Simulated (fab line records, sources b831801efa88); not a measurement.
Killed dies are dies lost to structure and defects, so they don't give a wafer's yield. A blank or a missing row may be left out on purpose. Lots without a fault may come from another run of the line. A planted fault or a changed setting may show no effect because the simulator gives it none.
fab line records | flow sky130
record lots=15 wafers=45 last_day=50
route steps=708 shown METAL3@564 VIA3@574
lots that met no fault: from a run of the same line without faults
start_h: hours from the record's first day to the start of the lot's first wafer shown | wait_h: hours since the lot's step before | " the same as in the row above | L1.1+2: a row that stands for several wafers | - no value, or no start given | * or withheld: withheld | < > ~ a bound
route shown NAME@n: a module of which the file shows steps, and the number in the route of the first | usual: mean/standard deviation of fault-free wafers | same: alike in all rows | chamber/n: place in a boat | sites: the reading at each site | _std_site: their standard deviation | _edge_site: outer sites' mean less inner sites' | radius_mm: how far each site lies from the wafer's centre | mask NAME#n: copy n | behind: the tool/chamber that last shaped the wafer | hold: why the lot was held/for how many hours/how that ended | device: the transistor (n, p or np) that didn't switch | end of line: the same wafers' tests at the end of the route | a step without rows: its recipe alone | killed: dies lost to structure and defects at the first sort, not the wafer's yield | map: a wafer's dies, x killed, . not, _ none there
set.NAME: the setting as run; set.NAME@STEP: as run at that earlier step | model.NAME: the simulator's own value behind a step, which no gauge read
steps of the route over a sample of lots; a table a step, a row a wafer
services: from which hour (start_h, from the record's first day; less than 0 if before it) a tool's chamber was out of use, for how many hours, and why
## steps
# step SKY_METAL3_OVL_MEAS_14
# usual METAL3_OVL=5/5.6
# columns lot.wafer tool chamber start_h wait_h METAL3_OVL[nm]
L678.1 overlay-02 - 889.40 0.1 7
L678.2 " - " " 7
L678.4 " - " " 6
L679.2 overlay-02 - 893.06 0.1 16
L679.4 " - " " 17
L679.5 " - " " 14
L680.1 overlay-01 - 917.11 0.1 1
L680.5 " - " " 10
L680.6 " - " " 7
L681.4 overlay-01 - 929.92 0.1 9
L681.5 " - " " 3
L681.6 " - " " 7
L683.1 overlay-02 - 962.06 0.1 3
L683.3 " - " " 4
L683.6 " - " " 1
L687.1 overlay-01 - 978.15 0.1 18
L687.2 " - " " 10
L687.5 " - " " 12
L688.1 overlay-02 - 978.37 0.1 -1
L688.3 " - " " -1
L688.4 " - " " 3
L689.4 overlay-02 - 979.32 0.1 5
L689.5 " - " " 3
L689.6 " - " " -1
L690.1 overlay-01 - 1005.37 0.1 3
L690.2 " - " " -1
L690.3 " - " " 1
L694.1 overlay-01 - 1023.20 0.1 -3
L694.2 " - " " -1
L694.3 " - " " 7
L693.1 overlay-02 - 1023.96 0.1 2
L693.5 " - " " 2
L693.6 " - " " 7
L695.1 overlay-01 - 1037.60 0.1 0
L695.3 " - " " -4
L695.6 " - " " 1
L700.2 overlay-02 - 1049.57 0.1 0
L700.4 " - " " 4
L700.5 " - " " 3
L699.3 overlay-02 - 1053.97 0.1 12
L699.4 " - " " 7
L699.5 " - " " 10
L701.1 overlay-01 - 1059.16 0.1 9
L701.3 " - " " 18
L701.6 " - " " 22
# step SKY_VIA3_THK_MEAS_01
# recipe reads=SiO2_of_VIA3_HDPCVD_00
# usual VIA3_HDPCVD_THK=1637/17
# columns lot.wafer tool chamber start_h wait_h VIA3_HDPCVD_THK[nm]
L678.1 film_metro-02 - 890.57 0.1 1637
L678.2 " - " " 1631
L678.4 " - " " 1617
L679.2 film_metro-01 - 894.19 0.1 1635
L679.4 " - " " 1646
L679.5 " - " " 1648
L680.1 film_metro-01 - 918.38 0.1 1658
L680.5 " - " " 1629
L680.6 " - " " 1665
L681.4 film_metro-03 - 931.24 0.0 1631
L681.5 " - " " 1644
L681.6 " - " " 1648
L683.1 film_metro-03 - 963.29 0.1 1622
L683.3 " - " " 1629
L683.6 " - " " 1647
L687.1 film_metro-01 - 979.28 0.1 1632
L687.2 " - " " 1631
L687.5 " - " " 1663
L688.1 film_metro-03 - 979.49 0.1 1627
L688.3 " - " " 1628
L688.4 " - " " 1621
L689.4 film_metro-01 - 980.50 0.0 1652
L689.5 " - " " 1627
L689.6 " - " " 1643
L690.1 film_metro-03 - 1006.55 0.1 1630
L690.2 " - " " 1620
L690.3 " - " " 1616
L694.1 film_metro-02 - 1024.36 0.1 1664
L694.2 " - " " 1647
L694.3 " - " " 1652
L693.1 film_metro-03 - 1025.22 0.1 1661
L693.5 " - " " 1648
L693.6 " - " " 1619
L695.1 film_metro-01 - 1039.30 0.1 1644
L695.3 " - " " 1659
L695.6 " - " " 1643
L700.2 film_metro-03 - 1050.98 0.1 1640
L700.4 " - " " 1637
L700.5 " - " " 1634
L699.3 film_metro-01 - 1055.30 0.1 1626
L699.4 " - " " 1617
L699.5 " - " " 1632
L701.1 film_metro-03 - 1060.80 0.1 1616
L701.3 " - " " 1615
L701.6 " - " " 1621
# step SKY_VIA3_CMP_02
# recipe material=SiO2 down_force_psi=4 platen_rpm=60 pad_velocity_m_s=0.94248
# usual motor_current_A=11.8/1.5
# columns lot.wafer tool chamber start_h wait_h motor_current_A
L678.4 cmp-02 1 890.63 0.0 10.1
L678.1 " 3 " " 12.3
L678.2 " 0 " " 10.9
L679.4 cmp-02 2 894.34 0.1 11.4
L679.2 " 3 " " 13.1
L679.5 " 0 " " 10.8
L680.1 cmp-02 3 918.44 0.1 12.4
L680.5 " 3 " " 12.1
L680.6 " 0 " " 10.8
L681.4 cmp-01 2 931.32 0.1 15.1
L681.5 " 1 " " 11.0
L681.6 " 2 " " 14.9
L683.1 cmp-01 0 963.40 0.1 11.2
L683.3 " 1 " " 10.8
L683.6 " 0 " " 10.8
L687.1 cmp-01 0 979.44 0.1 11.1
L687.2 " 1 " " 10.7
L687.5 " 3 " " 13.5
L688.1 cmp-02 0 979.55 0.1 11.0
L688.3 " 2 " " 11.2
L688.4 " 3 " " 12.1
L689.4 cmp-02 2 980.63 0.1 10.9
L689.6 " 0 " " 11.8
L689.5 " 1 " " 10.7
L690.1 cmp-02 0 1006.61 0.1 11.2
L690.3 " 1 " " 10.4
L690.2 " 2 " " 11.0
L694.3 cmp-02 2 1024.42 0.0 12.0
L694.1 " 0 " " 11.3
L694.2 " 1 " " 10.8
L693.1 cmp-01 1 1025.38 0.1 10.5
L693.6 " 3 " " 13.3
L693.5 " 0 " " 10.7
L695.3 cmp-01 1 1040.00 0.7 10.5
L695.1 " 0 " " 10.9
L695.6 " 1 " " 11.1
L700.4 cmp-01 0 1055.31 4.3 11.0
L700.2 " 1 " " 10.5
L700.5 " 2 " " 14.6
L699.4 cmp-02 1 1056.69 1.4 9.9
L699.3 " 2 " " 11.4
L699.5 " 0 " " 11.1
L701.1 cmp-02 0 1060.86 0.1 10.6
L701.3 " 3 " " 13.4
L701.6 " 1 " " 9.7
# step SKY_VIA3_PEB_10
# recipe peb_temp_c=withheld peb_time_s=withheld resist=KrF-thick
# usual chill_plate_temp_C=* exhaust_pa=45.1/0.87
# columns lot.wafer tool chamber start_h wait_h chill_plate_temp_C exhaust_pa
L678.1 litho_track-02 0 915 - * 45.4
L678.2 " 0 " " * 45.7
L678.4 " 0 " " * 45.1
L679.2 litho_track-01 0 919 - * 45.2
L679.4 " 0 " " * 45.0
L679.5 " 0 " " * 44.3
L680.1 litho_track-02 0 942 - * 45.5
L680.5 " 0 " " * 45.1
L680.6 " 0 " " * 45.6
L681.4 litho_track-01 0 955 - * 45.4
L681.5 " 0 " " * 45.6
L681.6 " 0 " " * 44.5
L683.1 litho_track-04 0 988 - * 44.8
L683.3 " 0 " " * 44.8
L683.6 " 0 " " * 45.1
L687.1 litho_track-01 - 1001 - - -
L687.2 " - " " - -
L687.5 " - " " - -
L688.1 litho_track-04 - 1002 - - -
L688.3 " - " " - -
L688.4 " - " " - -
L689.4 litho_track-02 - 1003 - - -
L689.5 " - " " - -
L689.6 " - " " - -
L690.1 litho_track-01 0 1028 - * 44.8
L690.2 " 0 " " * 46.2
L690.3 " 0 " " * 44.5
L694.1 litho_track-04 0 1046 - * 45.2
L694.2 " 0 " " * 43.4
L694.3 " 0 " " * 44.9
L693.1 litho_track-04 0 1047 - * 45.0
L693.5 " 0 " " * 46.0
L693.6 " 0 " " * 47.6
L695.1 litho_track-02 0 1059 - * 44.4
L695.3 " 0 " " * 44.2
L695.6 " 0 1060 - * 45.4
L700.2 litho_track-02 0 1075 - * 45.0
L700.4 " 0 " " * 45.2
L700.5 " 0 " " * 45.7
L699.3 litho_track-02 0 1076 - * 45.6
L699.4 " 0 " " * 45.0
L699.5 " 0 " " * 45.6
L701.1 litho_track-04 0 1081 - * 44.0
L701.3 " 0 " " * 44.3
L701.6 " 0 " " * 45.0
## services
# columns tool chamber start_h hours kind
cmp-01 - 877.56 12.4 pm
cmp-01 - 891.24 0.6 repair
cmp-02 - 912.47 4.0 pm
cmp-02 - 916.47 - consumable_replace:conditioner
cmp-02 - 916.47 - consumable_replace:pad
cmp-02 - 926.17 1.0 repair
cmp-01 - 1016.77 4.9 pm
cmp-02 - 1038.51 10.4 pm
cmp-02 - 1049.64 1.3 repair
cmp-01 - 1072.86 1.1 repair
## key
first_sign step=SKY_VIA3_PEB_10 reading=tool_record direction=missing
effect none on later readings
met_at SKY_VIA3_PEB_10
struck_lots L687,L688,L689
later_rows_left_out L687.1,L687.2,L687.5,L688.1,L688.3,L688.4,L689.4,L689.5,L689.6
sort_left_out L687.1,L687.2,L687.5,L688.1,L688.3,L688.4,L689.4,L689.5,L689.6
not_acting_at SKY_METAL3_OVL_MEAS_14,SKY_VIA3_THK_MEAS_01,SKY_VIA3_CMP_02
fault kind=skipped_step_whole tool=litho_track-01,litho_track-02,litho_track-04 chamber=- onset_h=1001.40 steps=SKY_VIA3_PEB_10 scope=struck_lots_only
# sort_left_out: the simulated sort isn't trusted on such a fault, so these wafers' sort isn't shown, and their yield isn't known
# later_rows_left_out: the simulator's readings of these wafers behind a module that went badly wrong aren't trusted and aren't shown, but for the sort
